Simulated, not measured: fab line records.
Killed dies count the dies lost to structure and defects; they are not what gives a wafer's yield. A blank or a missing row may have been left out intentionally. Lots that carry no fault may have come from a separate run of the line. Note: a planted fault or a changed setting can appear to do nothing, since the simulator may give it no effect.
A lot that was struck, set against a sound lot + flow sky130 + 15 steps out of a route of 708
Sound: the wafers L562.2, L562.5, L562.6. Struck: wafer L548.5; the same lot's L548.4 was not struck, so it is left out; see the end for the cause.
For every step that has rows: the tool of each side, followed by ch and its chambers, followed by its first start. Under that, the readings that differ: sound wafers + struck wafers + difference of the means + sigmas: that difference in standard deviations of wafers without a fault.
alike: same words and numbers on both sides, and readings whose means sit less than 2 such deviations apart. not compared: any withheld reading, any reading some wafer has no value for, any bound like >300 that may hide the same value, and any number with overlapping values for which the record gives no deviation.
Wherever a step has rows on one side only, a row that says differs or no value, or a row with sigmas, the two part there. Non-overlapping numbers with no deviation appear without sigmas and do not part them. A reading that every wafer of one side lacks parts them only if that side has two wafers or more.

first, 2 steps without rows for these wafers: SKY_METAL4_PEB_11; SKY_METAL4_DEVELOP_12 (develop time 60 s).
SKY_METAL4_CD_MEAS_13: the cd target is 300 nm.
  sound on cd_sem-02 at day 48 08:53; struck on cd_sem-02 at day 44 20:54
  alike: cd_nm
SKY_METAL4_OVL_MEAS_14:
  sound on overlay-01 at day 48 08:59; struck on overlay-01 at day 44 20:59
  alike: METAL4_OVL
then, 1 step without rows for these wafers: SKY_METAL4_DESCUM_15 (chemistry O2, time 8 s).
SKY_METAL4_ETCH_16: etches BARC in N2/H2, stops on SiO2, time 88.2 s, target depth 60 nm.
  sound on rie_metal-03 ch 0,1, day 48 09:03; struck on rie_metal-03 ch 0, day 44 21:04
| reading                | sound                | struck | difference | sigmas |
|------------------------|----------------------|--------|------------|--------|
| throttle_valve_pct (%) | 13.197 13.211 13.221 | 13.192 | -0.018     | -2     |
  alike: drypump_motor_current_A, oes_product_au, rf_fwd_power_W
  not compared: rf_hours_counter_h
SKY_METAL4_ETCH_17: etches SiO2 in C4F8/O2/Ar, stops on TiN, time 3.9 s, target depth 15 nm.
  sound on rie_diel-04 ch 1,2, day 48 09:09; struck on rie_diel-04 ch 3, day 44 21:08
  alike: oes_product_au, rf_fwd_power_W
  not compared: rf_hours_counter_h
SKY_METAL4_METAL_ETCH_18: etches the open film in Cl2/BCl3, stops on SiO2, target depth 845 nm, time 183.1 s.
  sound on rie_metal-04 ch 0,1, day 48 09:10; struck on rie_metal-01 ch 0, day 44 21:13
  alike: bcl3_flow_sccm, drypump_motor_current_A, oes_product_au, rf_fwd_power_W, throttle_valve_pct
  not compared: rf_hours_counter_h
SKY_METAL4_STRIP_19: strips in O2/N2.
  sound on plasma_asher-04 ch 0,1, day 48 09:21; struck on plasma_asher-01 ch 0, day 44 21:22
| reading                     | sound       | struck | difference | sigmas |
|-----------------------------|-------------|--------|------------|--------|
| drypump_motor_current_A (A) | 6.1 6.1 6.4 | 5.0    | -1.2       | -3     |
  alike: oes_product_au, strip_time_to_endpoint_s
  not compared: rf_hours_counter_h
then, 3 steps without rows for these wafers: SKY_METAL4_STRIP_20 (strips in post etch residue remover, time 1200 s); SKY_METAL4_CLEAN_21 (cleans in IPA, time 180 s); SKY_METAL4_CLEAN_22 (cleans in O3/DIW).
SKY_VIA4_HDPCVD_00: deposits SiO2, target thk 1750 nm, time 291.7 s.
  sound on hdpcvd-01 ch 1,2, day 48 09:57; struck on hdpcvd-02 ch 2, day 44 22:04
| reading                                  | sound             | struck | difference | sigmas      |
|------------------------------------------|-------------------|--------|------------|-------------|
| run_length_s (s)                         | 320.2 319.1 319.8 | 392.4  | +72.7      | +99 or more |
| model.SiO2_of_VIA4_HDPCVD_00.thk_nm (nm) | 1737 1721 1764    | 2195   | +454       |             |
  alike: susceptor_temp_C
SKY_VIA4_THK_MEAS_01:
  sound on film_metro-03 at day 48 10:08; struck on film_metro-04 at day 44 22:11
| reading              | sound          | struck | difference | sigmas |
|----------------------|----------------|--------|------------|--------|
| VIA4_HDPCVD_THK (nm) | 1738 1721 1766 | 2196   | +454       | +21    |
SKY_VIA4_CMP_02: polishes SiO2.
  sound on cmp-02 ch 2,3, day 48 10:11; struck on cmp-01 ch 1, day 44 22:22
  alike: head_pressure_psi, motor_current_A, slurry_flow_ml_min

## WHERE THEY PART
Last at SKY_VIA4_THK_MEAS_01 as far as this record goes, first at SKY_METAL4_ETCH_16. Later steps at which nothing parts them and some readings are alike: SKY_VIA4_CMP_02.

WHY: the cause the simulator had injected
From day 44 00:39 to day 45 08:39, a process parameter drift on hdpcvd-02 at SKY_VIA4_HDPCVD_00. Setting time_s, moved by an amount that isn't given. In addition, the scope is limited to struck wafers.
